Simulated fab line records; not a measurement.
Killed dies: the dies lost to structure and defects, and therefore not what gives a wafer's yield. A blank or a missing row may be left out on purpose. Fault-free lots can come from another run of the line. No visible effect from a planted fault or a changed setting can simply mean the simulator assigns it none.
fab line records | flow sky130
[record] lots = 24 | wafers = 72 | last_day = 50
route steps=708 shown LDD_HVN@274 SD_N@358 LI_CONTACT@365 METAL1@450 CAPM@541 METAL5@677
lots that met no fault: from a run of the same line without faults
start_h: hours from the record's first day to the start of the lot's first wafer shown | wait_h: time in hours since the lot's previous step | " unchanged from the row above | L1.1+2: one row covering several wafers at once | - no value, or no start given | * or withheld: withheld | < > ~ a bound
route shown NAME@n: names a module that has steps shown in the file, with the first one's number in the route | usual: mean/standard deviation taken from wafers without a fault | same: alike in all rows | chamber/n: place in a boat | sites: the reading at each site | _std_site: standard deviation of those values | _edge_site: the outer-site mean with the inner-site mean subtracted | radius_mm: for every site, how far away it sits from the centre of the wafer | mask NAME#n: copy n | behind: the most recent tool/chamber to have shaped the wafer | hold: why the lot was held/for how many hours/how that ended | device: the transistor (n, p or np) that didn't switch | end of line: the tests these same wafers got at the end of their route | where a step has no rows: the recipe by itself | killed: not the wafer's yield, but the dies lost to structure and defects at the first sort | map: a wafer's dies, x killed, . not, _ none there
set.NAME: the setting that was run; set.NAME@STEP: the one run at that earlier step | model.NAME: the simulator's own value behind a step, which no gauge read
steps of the route over a sample of lots; a table a step, a row a wafer
services: when a tool's chamber went out of use (start_h, in hours from the record's first day, below 0 if earlier), for how many hours, and the reason
[[steps]]
[step SKY_LDD_HVN_OVL_MEAS_07]
[usual] LDD_HVN_OVL = -0.5/1.2
lot.wafer | tool       | chamber | start_h | wait_h | LDD_HVN_OVL[nm]
L076.2    | overlay-01 | -       | 500.94  | 0.1    | 0.4
L076.3    | "          | -       | "       | "      | -0.7
L076.4    | "          | -       | "       | "      | 0.5
L075.1    | overlay-01 | -       | 501.72  | 0.1    | -1.6
L075.2    | "          | -       | "       | "      | -1.2
L075.3    | "          | -       | "       | "      | 0.9
L074.1    | overlay-02 | -       | 502.02  | 0.1    | -2.2
L074.3    | "          | -       | "       | "      | -1.1
L074.5    | "          | -       | "       | "      | 0.0
L078.2    | overlay-01 | -       | 508.22  | 0.1    | -0.6
L078.3    | "          | -       | "       | "      | -0.8
L078.5    | "          | -       | "       | "      | -0.3
L079.2    | overlay-02 | -       | 509.93  | 0.1    | -0.6
L079.3    | "          | -       | "       | "      | -2.5
L079.5    | "          | -       | "       | "      | -0.5
L077.2    | overlay-02 | -       | 510.39  | 0.1    | -0.1
L077.4    | "          | -       | "       | "      | -0.1
L077.6    | "          | -       | "       | "      | -0.4
L081.1    | overlay-01 | -       | 522.82  | 0.1    | 1.0
L081.2    | "          | -       | "       | "      | -0.1
L081.6    | "          | -       | "       | "      | 1.7
L080.2    | overlay-02 | -       | 523.12  | 0.1    | -1.0
L080.4    | "          | -       | "       | "      | 0.2
L080.5    | "          | -       | "       | "      | -0.8
L083.1    | overlay-01 | -       | 542.18  | 0.1    | -1.7
L083.4    | "          | -       | "       | "      | -2.5
L083.6    | "          | -       | "       | "      | -2.0
L082.1    | overlay-01 | -       | 545.47  | 0.1    | -0.4
L082.4    | "          | -       | "       | "      | 0.5
L082.6    | "          | -       | "       | "      | 0.1
L085.1    | overlay-02 | -       | 574.17  | 0.1    | 1.0
L085.5    | "          | -       | "       | "      | 1.1
L085.6    | "          | -       | "       | "      | 0.3
L084.1    | overlay-02 | -       | 578.97  | 0.1    | -2.0
L084.2    | "          | -       | "       | "      | -2.6
L084.6    | "          | -       | "       | "      | -2.1
L087.3    | overlay-02 | -       | 585.43  | 0.1    | 1.4
L087.4    | "          | -       | "       | "      | 0.1
L087.6    | "          | -       | "       | "      | 1.2
L086.1    | overlay-01 | -       | 586.33  | 0.1    | 0.5
L086.4    | "          | -       | "       | "      | -0.2
L086.5    | "          | -       | "       | "      | -0.2
L089.1    | overlay-02 | -       | 601.77  | 0.1    | -1.8
L089.2    | "          | -       | "       | "      | -0.5
L089.5    | "          | -       | "       | "      | -1.9
L090.1    | overlay-01 | -       | 602.72  | 0.1    | 2.0
L090.2    | "          | -       | "       | "      | 0.4
L090.5    | "          | -       | "       | "      | -1.4
L088.1    | overlay-02 | -       | 603.53  | 0.1    | -0.2
L088.3    | "          | -       | "       | "      | -0.6
L088.5    | "          | -       | "       | "      | 0.8
L092.1    | overlay-02 | -       | 612.07  | 0.1    | -1.1
L092.3    | "          | -       | "       | "      | 0.5
L092.4    | "          | -       | "       | "      | -0.7
L091.2    | overlay-01 | -       | 612.98  | 0.1    | -0.2
L091.5    | "          | -       | "       | "      | 0.1
L091.6    | "          | -       | "       | "      | -1.0
L093.1    | overlay-01 | -       | 619.03  | 0.1    | -0.5
L093.3    | "          | -       | "       | "      | -0.7
L093.6    | "          | -       | "       | "      | 0.0
L095.3    | overlay-02 | -       | 647.79  | 0.1    | 1.1
L095.5    | "          | -       | "       | "      | -0.5
L095.6    | "          | -       | "       | "      | -0.6
L094.2    | overlay-02 | -       | 648.09  | 0.1    | -0.2
L094.4    | "          | -       | "       | "      | -1.3
L094.5    | "          | -       | "       | "      | 0.2
L096.3    | overlay-02 | -       | 649.58  | 0.1    | -2.5
L096.5    | "          | -       | "       | "      | -1.5
L096.6    | "          | -       | "       | "      | -2.6
L097.2    | overlay-02 | -       | 657.14  | 0.1    | -1.4
L097.4    | "          | -       | "       | "      | 0.2
L097.6    | "          | -       | "       | "      | -1.4
[step SKY_SD_N_RS_MEAS_16]
[recipe] thk_meas_gauge = four-point-probe
[usual] SD_N_RS = 68.52/0.11
lot.wafer | tool          | chamber | start_h | wait_h | SD_N_RS[ohm/sq]
L076.2    | film_metro-04 | -       | 678.99  | 0.1    | 68.59
L076.3    | "             | -       | "       | "      | 68.57
L076.4    | "             | -       | "       | "      | 68.40
L075.1    | film_metro-01 | -       | 681.17  | 0.1    | 68.47
L075.2    | "             | -       | "       | "      | 68.53
L075.3    | "             | -       | "       | "      | 68.63
L074.1    | film_metro-04 | -       | 681.70  | 0.1    | 68.42
L074.3    | "             | -       | "       | "      | 68.63
L074.5    | "             | -       | "       | "      | 68.64
L078.2    | film_metro-03 | -       | 684.57  | 0.1    | 68.56
L078.3    | "             | -       | "       | "      | 68.38
L078.5    | "             | -       | "       | "      | 68.46
L079.2    | film_metro-03 | -       | 685.67  | 0.1    | 68.51
L079.3    | "             | -       | "       | "      | 68.49
L079.5    | "             | -       | "       | "      | 68.56
L077.2    | film_metro-01 | -       | 686.24  | 0.1    | 68.54
L077.4    | "             | -       | "       | "      | 68.46
L077.6    | "             | -       | "       | "      | 68.49
L080.2    | film_metro-04 | -       | 698.64  | 0.1    | 68.61
L080.4    | "             | -       | "       | "      | 68.70
L080.5    | "             | -       | "       | "      | 68.58
L081.1    | film_metro-01 | -       | 699.62  | 0.1    | 68.42
L081.2    | "             | -       | "       | "      | 68.57
L081.6    | "             | -       | "       | "      | 68.62
L083.1    | film_metro-04 | -       | 718.02  | 0.1    | 68.52
L083.4    | "             | -       | "       | "      | 68.62
L083.6    | "             | -       | "       | "      | 68.53
L082.1    | film_metro-04 | -       | 720.82  | 0.1    | 68.68
L082.4    | "             | -       | "       | "      | 68.56
L082.6    | "             | -       | "       | "      | 68.54
L085.1    | film_metro-03 | -       | 748.02  | 0.1    | 68.67
L085.5    | "             | -       | "       | "      | 68.73
L085.6    | "             | -       | "       | "      | 68.79
L084.1    | film_metro-04 | -       | 750.51  | 0.1    | 68.50
L084.2    | "             | -       | "       | "      | 68.61
L084.6    | "             | -       | "       | "      | 68.48
L087.3    | film_metro-03 | -       | 756.26  | 0.1    | 68.71
L087.4    | "             | -       | "       | "      | 68.52
L087.6    | "             | -       | "       | "      | 68.64
L086.1    | film_metro-01 | -       | 758.56  | 0.1    | 68.48
L086.4    | "             | -       | "       | "      | 68.50
L086.5    | "             | -       | "       | "      | 68.48
L089.1    | film_metro-01 | -       | 770.71  | 0.1    | 68.50
L089.2    | "             | -       | "       | "      | 68.63
L089.5    | "             | -       | "       | "      | 68.48
L090.1    | film_metro-04 | -       | 770.75  | 0.1    | 68.36
L090.2    | "             | -       | "       | "      | 68.30
L090.5    | "             | -       | "       | "      | 68.43
L088.1    | film_metro-01 | -       | 774.27  | 0.1    | 68.52
L088.3    | "             | -       | "       | "      | 68.49
L088.5    | "             | -       | "       | "      | 68.62
L092.1    | film_metro-01 | -       | 779.62  | 0.1    | 68.52
L092.3    | "             | -       | "       | "      | 68.46
L092.4    | "             | -       | "       | "      | 68.48
L091.2    | film_metro-03 | -       | 783.04  | 0.1    | 68.51
L091.5    | "             | -       | "       | "      | 68.38
L091.6    | "             | -       | "       | "      | 68.39
L093.1    | film_metro-03 | -       | 789.31  | 0.1    | 68.39
L093.3    | "             | -       | "       | "      | 68.44
L093.6    | "             | -       | "       | "      | 68.34
L095.3    | film_metro-03 | -       | 816.91  | 0.1    | 68.30
L095.5    | "             | -       | "       | "      | 68.50
L095.6    | "             | -       | "       | "      | 68.31
L096.3    | film_metro-04 | -       | 818.71  | 0.1    | 68.55
L096.5    | "             | -       | "       | "      | 68.57
L096.6    | "             | -       | "       | "      | 68.46
L094.2    | film_metro-03 | -       | 818.87  | 0.1    | 68.36
L094.4    | "             | -       | "       | "      | 68.57
L094.5    | "             | -       | "       | "      | 68.39
L097.2    | film_metro-04 | -       | 821.42  | 0.1    | 68.52
L097.4    | "             | -       | "       | "      | 68.37
L097.6    | "             | -       | "       | "      | 68.44
[step SKY_LI_CONTACT_BOW_MEAS_03]
[recipe] mode = bow
[usual] LI_CONTACT_BOW = 56/6.3
lot.wafer | tool          | chamber | start_h | wait_h | LI_CONTACT_BOW[um]
L076.2    | film_metro-04 | -       | 679.83  | 0.1    | 53
L076.3    | "             | -       | "       | "      | 53
L076.4    | "             | -       | "       | "      | 67
L075.1    | film_metro-03 | -       | 682.01  | 0.2    | 49
L075.2    | "             | -       | "       | "      | 51
L075.3    | "             | -       | "       | "      | 53
L074.1    | film_metro-03 | -       | 682.59  | 0.2    | 57
L074.3    | "             | -       | "       | "      | 56
L074.5    | "             | -       | "       | "      | 62
L078.2    | film_metro-04 | -       | 685.46  | 0.3    | 42
L078.3    | "             | -       | "       | "      | 53
L078.5    | "             | -       | "       | "      | 58
L079.2    | film_metro-03 | -       | 686.51  | 0.2    | 46
L079.3    | "             | -       | "       | "      | 53
L079.5    | "             | -       | "       | "      | 51
L077.2    | film_metro-03 | -       | 687.13  | 0.3    | 67
L077.4    | "             | -       | "       | "      | 59
L077.6    | "             | -       | "       | "      | 55
L080.2    | film_metro-03 | -       | 699.48  | 0.1    | 52
L080.4    | "             | -       | "       | "      | 47
L080.5    | "             | -       | "       | "      | 61
L081.1    | film_metro-04 | -       | 700.46  | 0.1    | 49
L081.2    | "             | -       | "       | "      | 61
L081.6    | "             | -       | "       | "      | 63
L083.1    | film_metro-01 | -       | 718.86  | 0.1    | 53
L083.4    | "             | -       | "       | "      | 66
L083.6    | "             | -       | "       | "      | 52
L082.1    | film_metro-04 | -       | 721.66  | 0.2    | 56
L082.4    | "             | -       | "       | "      | 53
L082.6    | "             | -       | "       | "      | 56
L085.1    | film_metro-01 | -       | 748.87  | 0.2    | 56
L085.5    | "             | -       | "       | "      | 57
L085.6    | "             | -       | "       | "      | 63
L084.1    | film_metro-04 | -       | 751.35  | 0.1    | 48
L084.2    | "             | -       | "       | "      | 63
L084.6    | "             | -       | "       | "      | 63
L087.3    | film_metro-04 | -       | 757.10  | 0.3    | 45
L087.4    | "             | -       | "       | "      | 48
L087.6    | "             | -       | "       | "      | 70
L086.1    | film_metro-01 | -       | 759.40  | 0.1    | 53
L086.4    | "             | -       | "       | "      | 53
L086.5    | "             | -       | "       | "      | 60
L089.1    | film_metro-03 | -       | 771.55  | 0.2    | 55
L089.2    | "             | -       | "       | "      | 63
L089.5    | "             | -       | "       | "      | 48
L090.1    | film_metro-04 | -       | 771.59  | 0.2    | 56
L090.2    | "             | -       | "       | "      | 52
L090.5    | "             | -       | "       | "      | 50
L088.1    | film_metro-03 | -       | 775.11  | 0.2    | 55
L088.3    | "             | -       | "       | "      | 52
L088.5    | "             | -       | "       | "      | 59
L092.1    | film_metro-03 | -       | 780.46  | 0.1    | 70
L092.3    | "             | -       | "       | "      | 54
L092.4    | "             | -       | "       | "      | 59
L091.2    | film_metro-04 | -       | 783.88  | 0.3    | 48
L091.5    | "             | -       | "       | "      | 48
L091.6    | "             | -       | "       | "      | 43
L093.1    | film_metro-03 | -       | 790.15  | 0.2    | 62
L093.3    | "             | -       | "       | "      | 65
L093.6    | "             | -       | "       | "      | 59
L095.3    | film_metro-03 | -       | 817.75  | 0.3    | 49
L095.5    | "             | -       | "       | "      | 56
L095.6    | "             | -       | "       | "      | 61
L096.3    | film_metro-01 | -       | 819.55  | 0.3    | 66
L096.5    | "             | -       | "       | "      | 58
L096.6    | "             | -       | "       | "      | 66
L094.2    | film_metro-03 | -       | 819.71  | 0.1    | 56
L094.4    | "             | -       | "       | "      | 54
L094.5    | "             | -       | "       | "      | 49
L097.2    | film_metro-01 | -       | 822.26  | 0.2    | 63
L097.4    | "             | -       | "       | "      | 67
L097.6    | "             | -       | "       | "      | 62
[step SKY_METAL1_OVL_MEAS_16]
[usual] METAL1_OVL = 0/5.1
lot.wafer | tool       | chamber | start_h | wait_h | METAL1_OVL[nm]
L076.2    | overlay-01 | -       | 793.16  | 0.1    | -2
L076.3    | "          | -       | "       | "      | 3
L076.4    | "          | -       | "       | "      | -5
L075.1    | overlay-02 | -       | 794.64  | 0.1    | 1
L075.2    | "          | -       | "       | "      | 6
L075.3    | "          | -       | "       | "      | -3
L074.1    | overlay-01 | -       | 795.64  | 0.1    | -1
L074.3    | "          | -       | "       | "      | -4
L074.5    | "          | -       | "       | "      | 0
L078.2    | overlay-01 | -       | 797.80  | 0.1    | -6
L078.3    | "          | -       | "       | "      | 0
L078.5    | "          | -       | "       | "      | -4
L079.2    | overlay-01 | -       | 798.84  | 0.1    | 0
L079.3    | "          | -       | "       | "      | -6
L079.5    | "          | -       | "       | "      | -2
L077.2    | overlay-02 | -       | 799.10  | 0.1    | 1
L077.4    | "          | -       | "       | "      | 0
L077.6    | "          | -       | "       | "      | -4
L080.2    | overlay-01 | -       | 810.89  | 0.1    | 5
L080.4    | "          | -       | "       | "      | 14
L080.5    | "          | -       | "       | "      | 9
L081.1    | overlay-01 | -       | 811.74  | 0.1    | 2
L081.2    | "          | -       | "       | "      | -4
L081.6    | "          | -       | "       | "      | -2
L083.1    | overlay-02 | -       | 833.91  | 0.1    | 3
L083.4    | "          | -       | "       | "      | -2
L083.6    | "          | -       | "       | "      | -2
L082.1    | overlay-02 | -       | 834.74  | 0.1    | -11
L082.4    | "          | -       | "       | "      | -4
L082.6    | "          | -       | "       | "      | -6
L085.1    | overlay-01 | -       | 862.28  | 0.1    | 2
L085.5    | "          | -       | "       | "      | 3
L085.6    | "          | -       | "       | "      | 0
L084.1    | overlay-01 | -       | 862.46  | 0.1    | -2
L084.2    | "          | -       | "       | "      | -1
L084.6    | "          | -       | "       | "      | 0
L087.3    | overlay-01 | -       | 863.61  | 0.1    | -5
L087.4    | "          | -       | "       | "      | -3
L087.6    | "          | -       | "       | "      | 2
L086.1    | overlay-01 | -       | 866.84  | 0.1    | 0
L086.4    | "          | -       | "       | "      | -5
L086.5    | "          | -       | "       | "      | -2
L089.1    | overlay-02 | -       | 887.94  | 0.1    | -1
L089.2    | "          | -       | "       | "      | -6
L089.5    | "          | -       | "       | "      | -2
L090.1    | overlay-01 | -       | 887.95  | 0.1    | 1
L090.2    | "          | -       | "       | "      | -1
L090.5    | "          | -       | "       | "      | -3
L088.1    | overlay-01 | -       | 888.59  | 0.1    | 14
L088.3    | "          | -       | "       | "      | 5
L088.5    | "          | -       | "       | "      | 10
L092.1    | overlay-01 | -       | 890.54  | 0.1    | -2
L092.3    | "          | -       | "       | "      | -4
L092.4    | "          | -       | "       | "      | -1
L091.2    | overlay-02 | -       | 891.31  | 0.1    | 0
L091.5    | "          | -       | "       | "      | 3
L091.6    | "          | -       | "       | "      | -6
L093.1    | overlay-02 | -       | 912.65  | 0.1    | 4
L093.3    | "          | -       | "       | "      | 4
L093.6    | "          | -       | "       | "      | 1
L095.3    | overlay-01 | -       | 920.24  | 0.1    | 0
L095.5    | "          | -       | "       | "      | 3
L095.6    | "          | -       | "       | "      | 6
L096.3    | overlay-01 | -       | 921.31  | 0.1    | 4
L096.5    | "          | -       | "       | "      | 2
L096.6    | "          | -       | "       | "      | 0
L094.2    | overlay-02 | -       | 922.01  | 0.1    | 8
L094.4    | "          | -       | "       | "      | -3
L094.5    | "          | -       | "       | "      | -2
L097.2    | overlay-01 | -       | 923.54  | 0.1    | 6
L097.4    | "          | -       | "       | "      | 9
L097.6    | "          | -       | "       | "      | 5
[step SKY_CAPM_THK_MEAS_04]
[recipe] thk_meas_gauge = xrf | reads = TiN_of_CAPM_SPUTTER_02
[usual] CAPM_TIN_THK = 209.0/2.2
lot.wafer | tool          | chamber | start_h | wait_h | CAPM_TIN_THK[nm]
L076.2    | film_metro-02 | -       | 892.91  | 0.1    | 210.6
L076.3    | "             | -       | "       | "      | 207.9
L076.4    | "             | -       | "       | "      | 207.1
L075.1    | film_metro-02 | -       | 893.63  | 0.1    | 209.5
L075.2    | "             | -       | "       | "      | 210.7
L075.3    | "             | -       | "       | "      | 211.3
L074.1    | film_metro-01 | -       | 893.84  | 0.1    | 210.0
L074.3    | "             | -       | "       | "      | 212.5
L074.5    | "             | -       | "       | "      | 210.1
L078.2    | film_metro-01 | -       | 894.22  | 0.1    | 208.7
L078.3    | "             | -       | "       | "      | 208.4
L078.5    | "             | -       | "       | "      | 209.7
L079.2    | film_metro-01 | -       | 894.51  | 0.1    | 210.3
L079.3    | "             | -       | "       | "      | 207.3
L079.5    | "             | -       | "       | "      | 206.4
L077.2    | film_metro-01 | -       | 894.92  | 0.1    | 205.5
L077.4    | "             | -       | "       | "      | 207.7
L077.6    | "             | -       | "       | "      | 204.1
L080.2    | film_metro-04 | -       | 894.96  | 0.1    | 204.5
L080.4    | "             | -       | "       | "      | 204.8
L080.5    | "             | -       | "       | "      | 204.4
L081.1    | film_metro-02 | -       | 895.30  | 0.1    | 211.4
L081.2    | "             | -       | "       | "      | 210.5
L081.6    | "             | -       | "       | "      | 211.2
L083.1    | film_metro-04 | -       | 917.07  | 0.1    | 208.7
L083.4    | "             | -       | "       | "      | 207.9
L083.6    | "             | -       | "       | "      | 207.1
L082.1    | film_metro-01 | -       | 918.43  | 0.1    | 209.0
L082.4    | "             | -       | "       | "      | 208.4
L082.6    | "             | -       | "       | "      | 206.7
L085.1    | film_metro-02 | -       | 944.92  | 0.1    | 206.3
L085.5    | "             | -       | "       | "      | 208.1
L085.6    | "             | -       | "       | "      | 209.7
L084.1    | film_metro-01 | -       | 945.22  | 0.1    | 212.0
L084.2    | "             | -       | "       | "      | 208.0
L084.6    | "             | -       | "       | "      | 209.6
L087.3    | film_metro-04 | -       | 946.14  | 0.1    | 208.8
L087.4    | "             | -       | "       | "      | 213.7
L087.6    | "             | -       | "       | "      | 211.3
L086.1    | film_metro-01 | -       | 951.22  | 0.1    | 204.9
L086.4    | "             | -       | "       | "      | 206.9
L086.5    | "             | -       | "       | "      | 207.4
L089.1    | film_metro-01 | -       | 967.77  | 0.1    | 208.4
L089.2    | "             | -       | "       | "      | 208.0
L089.5    | "             | -       | "       | "      | 209.5
L090.1    | film_metro-01 | -       | 968.12  | 0.1    | 212.7
L090.2    | "             | -       | "       | "      | 211.1
L090.5    | "             | -       | "       | "      | 213.7
L088.1    | film_metro-01 | -       | 970.03  | 0.1    | 209.3
L088.3    | "             | -       | "       | "      | 210.5
L088.5    | "             | -       | "       | "      | 209.8
L092.1    | film_metro-04 | -       | 971.57  | 0.1    | 208.4
L092.3    | "             | -       | "       | "      | 208.5
L092.4    | "             | -       | "       | "      | 206.7
L091.2    | film_metro-04 | -       | 972.00  | 0.1    | 210.3
L091.5    | "             | -       | "       | "      | 206.3
L091.6    | "             | -       | "       | "      | 209.5
L093.1    | film_metro-04 | -       | 992.02  | 0.1    | 207.2
L093.3    | "             | -       | "       | "      | 208.2
L093.6    | "             | -       | "       | "      | 208.4
L095.3    | film_metro-04 | -       | 1000.81 | 0.1    | 208.6
L095.5    | "             | -       | "       | "      | 206.5
L095.6    | "             | -       | "       | "      | 210.5
L096.3    | film_metro-04 | -       | 1001.42 | 0.1    | 205.7
L096.5    | "             | -       | "       | "      | 209.3
L096.6    | "             | -       | "       | "      | 207.1
L094.2    | film_metro-01 | -       | 1002.11 | 0.1    | 210.9
L094.4    | "             | -       | "       | "      | 208.7
L094.5    | "             | -       | "       | "      | 210.2
L097.2    | film_metro-01 | -       | 1002.87 | 0.1    | 208.2
L097.4    | "             | -       | "       | "      | 208.8
L097.6    | "             | -       | "       | "      | 206.2
[step SKY_METAL5_STRIP_16]
[recipe] chemistry = O2/N2 | power_w = 1400 | pressure_mtorr = 1500 | platen_temp_c = withheld | o2_flow_sccm = 3000 | n2_flow_sccm = 300 | overash_fraction = 0.5
[usual] drypump_motor_current_A = 5.7/0.33 | oes_product_au = 0.710/0.0048 | strip_time_to_endpoint_s = 12.97/0.16
lot.wafer | tool            | chamber | start_h | wait_h | drypump_motor_current_A | oes_product_au | rf_hours_counter_h | strip_time_to_endpoint_s
L076.2    | plasma_asher-03 | 0       | 1065.15 | 0.2    | 6.0                     | 0.714          | 92                 | 12.80
L076.3    | "               | 0       | "       | "      | 6.0                     | 0.714          | -                  | 12.70
L076.4    | "               | 1       | "       | "      | 5.2                     | 0.713          | -                  | 13.07
L075.1    | plasma_asher-01 | 1       | 1067.94 | 0.2    | 5.7                     | 0.713          | 64                 | 12.71
L075.2    | "               | 0       | "       | "      | 5.8                     | 0.702          | 64                 | 12.80
L075.3    | "               | 0       | "       | "      | 5.8                     | 0.718          | -                  | 12.71
L074.1    | plasma_asher-03 | 1       | 1068.00 | 0.2    | 5.3                     | 0.712          | 92                 | 13.07
L074.3    | "               | 1       | "       | "      | 5.3                     | 0.707          | -                  | 13.01
L074.5    | "               | 1       | "       | "      | 5.3                     | 0.719          | -                  | 13.15
L078.2    | plasma_asher-02 | 1       | 1068.30 | 0.2    | 6.2                     | 0.711          | 1                  | 12.77
L078.3    | "               | 0       | "       | "      | 5.3                     | 0.708          | -                  | 13.18
L078.5    | "               | 1       | "       | "      | 6.2                     | 0.712          | -                  | 12.78
L079.2    | plasma_asher-03 | 1       | 1068.54 | 0.2    | 5.3                     | 0.713          | 92                 | 12.98
L079.3    | "               | 0       | "       | "      | 6.0                     | 0.709          | -                  | 13.11
L079.5    | "               | 0       | "       | "      | 5.9                     | 0.712          | -                  | 12.96
L077.2    | plasma_asher-02 | 1       | 1068.60 | 0.2    | 6.2                     | 0.713          | 1                  | 13.09
L077.4    | "               | 1       | "       | "      | 6.2                     | 0.715          | -                  | 13.11
L077.6    | "               | 0       | "       | "      | 5.3                     | 0.716          | -                  | 13.07
L080.2    | plasma_asher-03 | 1       | 1069.50 | 0.2    | 5.3                     | 0.718          | 92                 | 12.94
L080.4    | "               | 0       | "       | "      | 6.0                     | 0.716          | -                  | 12.87
L080.5    | "               | 1       | "       | "      | 5.3                     | 0.713          | -                  | 12.94
L081.1    | plasma_asher-01 | 1       | 1069.74 | 0.2    | 5.7                     | 0.709          | 64                 | 13.01
L081.2    | "               | 0       | "       | "      | 5.8                     | 0.713          | 64                 | 12.78
L081.6    | "               | 0       | "       | "      | 5.8                     | 0.702          | -                  | 12.71
L083.1    | plasma_asher-03 | 1       | 1086.24 | 0.2    | 5.3                     | 0.708          | 94                 | 12.78
L083.4    | "               | 1       | "       | "      | 5.3                     | 0.719          | -                  | 12.79
L083.6    | "               | 1       | "       | "      | 5.3                     | 0.704          | -                  | 12.83
L082.1    | plasma_asher-02 | 1       | 1088.54 | 0.2    | 6.2                     | 0.711          | 2                  | 13.13
L082.4    | "               | 1       | "       | "      | 6.2                     | 0.712          | -                  | 13.09
L082.6    | "               | 0       | "       | "      | 5.3                     | 0.714          | -                  | 13.16
L085.1    | plasma_asher-03 | 1       | 1110.34 | 0.2    | 5.3                     | 0.707          | 96                 | 12.80
L085.5    | "               | 0       | "       | "      | 6.0                     | 0.706          | -                  | 13.30
L085.6    | "               | 1       | "       | "      | 5.3                     | 0.712          | -                  | 12.83
L084.1    | plasma_asher-01 | 1       | 1110.84 | 0.2    | 5.7                     | 0.705          | 68                 | 12.86
L084.2    | "               | 0       | "       | "      | 5.8                     | 0.711          | 68                 | 12.92
L084.6    | "               | 1       | "       | "      | 5.7                     | 0.712          | -                  | 12.96
L087.3    | plasma_asher-02 | 1       | 1114.54 | 0.1    | 6.2                     | 0.713          | -                  | 12.85
L087.4    | "               | 0       | "       | "      | 5.3                     | 0.710          | -                  | 12.98
L087.6    | "               | 1       | "       | "      | 6.2                     | 0.708          | -                  | 12.99
L086.1    | plasma_asher-02 | 1       | 1115.19 | 0.2    | 6.2                     | 0.708          | 5                  | 12.86
L086.4    | "               | 0       | "       | "      | 5.3                     | 0.717          | -                  | 12.97
L086.5    | "               | 0       | "       | "      | 5.3                     | 0.711          | -                  | 13.00
L089.1    | plasma_asher-03 | 1       | 1128.20 | 0.2    | 5.3                     | 0.710          | 97                 | 13.04
L089.2    | "               | 0       | "       | "      | 6.1                     | 0.702          | 97                 | 12.85
L089.5    | "               | 1       | "       | "      | 5.3                     | 0.712          | -                  | 12.83
L090.1    | plasma_asher-03 | 1       | 1128.69 | 0.2    | 5.3                     | 0.713          | 98                 | 13.00
L090.2    | "               | 0       | "       | "      | 6.1                     | 0.718          | 98                 | 12.79
L090.5    | "               | 0       | "       | "      | 6.0                     | 0.711          | -                  | 13.05
L088.1    | plasma_asher-01 | 1       | 1132.79 | 0.2    | 5.7                     | 0.700          | 70                 | 13.23
L088.3    | "               | 1       | "       | "      | 5.7                     | 0.716          | -                  | 13.20
L088.5    | "               | 0       | "       | "      | 5.9                     | 0.707          | -                  | 13.17
L092.1    | plasma_asher-01 | 0       | 1133.09 | 0.2    | 5.8                     | 0.716          | 70                 | 12.95
L092.3    | "               | 0       | "       | "      | 5.8                     | 0.712          | -                  | 12.84
L092.4    | "               | 1       | "       | "      | 5.7                     | 0.707          | -                  | 12.90
L091.2    | plasma_asher-01 | 0       | 1133.74 | 0.2    | 5.8                     | 0.712          | 71                 | 12.91
L091.5    | "               | 1       | "       | "      | 5.7                     | 0.713          | -                  | 13.10
L091.6    | "               | 0       | "       | "      | 5.8                     | 0.719          | -                  | 12.87
L093.1    | plasma_asher-01 | 0       | 1148.99 | 0.2    | 5.9                     | 0.716          | 72                 | 13.17
L093.3    | "               | 0       | "       | "      | 5.9                     | 0.710          | -                  | 12.80
L093.6    | "               | 0       | "       | "      | 5.9                     | 0.702          | -                  | 12.71
L096.3    | plasma_asher-03 | 0       | 1156.58 | 0.1    | 5.9                     | 0.707          | -                  | 12.72
L096.5    | "               | 1       | "       | "      | 5.3                     | 0.707          | -                  | 12.73
L096.6    | "               | 0       | "       | "      | 6.0                     | 0.711          | -                  | 13.11
L095.3    | plasma_asher-03 | 1       | 1157.32 | 0.1    | 5.3                     | 0.706          | -                  | 12.96
L095.5    | "               | 0       | "       | "      | 6.0                     | 0.710          | -                  | 13.08
L095.6    | "               | 1       | "       | "      | 5.3                     | 0.706          | -                  | 12.93
L097.2    | plasma_asher-01 | 0       | 1159.69 | 0.2    | 5.8                     | 0.710          | 73                 | 13.04
L097.4    | "               | 1       | "       | "      | 5.7                     | 0.706          | -                  | 13.11
L097.6    | "               | 0       | "       | "      | 5.8                     | 0.704          | -                  | 13.17
L094.2    | plasma_asher-02 | 0       | 1159.75 | 0.2    | 5.3                     | 0.711          | 10                 | 12.85
L094.4    | "               | 0       | "       | "      | 5.3                     | 0.709          | -                  | 13.00
L094.5    | "               | 0       | "       | "      | 5.3                     | 0.718          | -                  | 13.40
[[services]]
tool            | chamber | start_h | hours | kind
plasma_asher-02 | -       | 1045.17 | 1.2   | repair
plasma_asher-02 | -       | 1055.25 | 9.0   | pm
plasma_asher-02 | 0       | 1055.25 | 9.0   | vent_cycle
plasma_asher-02 | 1       | 1055.25 | 9.0   | vent_cycle
plasma_asher-02 | 0       | 1064.25 | -     | clean
plasma_asher-02 | 1       | 1064.25 | -     | clean
plasma_asher-01 | -       | 1130.34 | 2.1   | repair
[[key]]
fault none
